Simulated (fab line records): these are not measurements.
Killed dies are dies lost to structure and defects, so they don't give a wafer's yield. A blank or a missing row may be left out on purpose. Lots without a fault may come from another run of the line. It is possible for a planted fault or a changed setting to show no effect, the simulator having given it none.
The same fault as seen by 2 desks | flow sky130 | what lay behind the numbers comes last; until then each desk has only its own

AT THE METROLOGY DESK
Means of the sampled wafers that have a number, per lot and without regard to the tool the lot ran on: this is what the gauges read. The brackets show how far a lot's mean lies from the usual mean; more than 4 standard deviations puts the lot out of limits, marked OUT.
Columns: A = SONOS_ONO_OXIDATION_THK at SKY_SONOS_ONO_THK_MEAS_01, usual 2.60 nm; B = GATE_OXIDE_TW at SKY_GATE_OXIDE_TW_MEAS_14, usual 222.9
lot  | first seen here | A    | B
L633 | day 12 06:27    | 2.68 | 223.1
L634 | day 12 17:03    | 2.58 | 223.3
L638 | day 13 22:12    | 2.65 | 220.8
L641 | day 15 01:31    | 2.59 | 230.4 (+4.1) OUT
L642 | day 15 05:52    | 2.60 | 231.4 (+4.7) OUT
L645 | day 16 05:44    | 2.66 | 219.5
L647 | day 16 23:53    | 2.59 | 222.1
L650 | day 18 04:22    | 2.52 | 224.6
L651 | day 18 07:34    | 2.72 | 224.0
L653 | day 18 22:55    | 2.51 | 224.5
L654 | day 19 11:36    | 2.60 | 224.0
L655 | day 19 20:57    | 2.58 | 225.2
Finding of this desk: L641, L642 out of limits, first seen on L641 at day 17 14:45 (GATE_OXIDE_TW at SKY_GATE_OXIDE_TW_MEAS_14). In limits: L633, L634, L638, L645, L647, L650, L651, L653, L654, L655.

FOR THE TOOL OWNER'S DESK: implanter-04
The tool's own readings at SKY_GATE_OXIDE_IMPLANT_11: means of the sampled wafers that have a number, for each lot that ran on this tool. The brackets show how far a lot's mean lies from the usual mean; more than 4 standard deviations puts the lot out of limits, marked OUT.
Columns: A = beam energy keV at SKY_GATE_OXIDE_IMPLANT_11, usual 10.000
lot  | first seen here | A
L634 | day 15 05:25    | 9.995
L641 | day 17 14:23    | 11.448 (+99 or more) OUT
L642 | day 17 20:47    | 11.449 (+99 or more) OUT
Finding of this desk: L641, L642 out of limits; the first was L641 at day 17 14:23, on beam energy keV at SKY_GATE_OXIDE_IMPLANT_11. In limits: L634.

PUT TOGETHER
At day 17 14:23, on L641, L642, the tool owner's desk was in a position to raise an alarm.
The metrology desk could have raised an alarm at day 17 14:45, on L641, L642.
On implanter-04, each named lot ran SKY_GATE_OXIDE_IMPLANT_11.

WHAT THE SIMULATOR HAD PUT IN
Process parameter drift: implanter-04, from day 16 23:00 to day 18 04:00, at SKY_GATE_OXIDE_IMPLANT_11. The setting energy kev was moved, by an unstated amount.
Shown lots that were struck: L641, L642.
Hours from the fault's start to each desk's first reading out of limits: the tool owner's desk, 15; the metrology desk, 16.
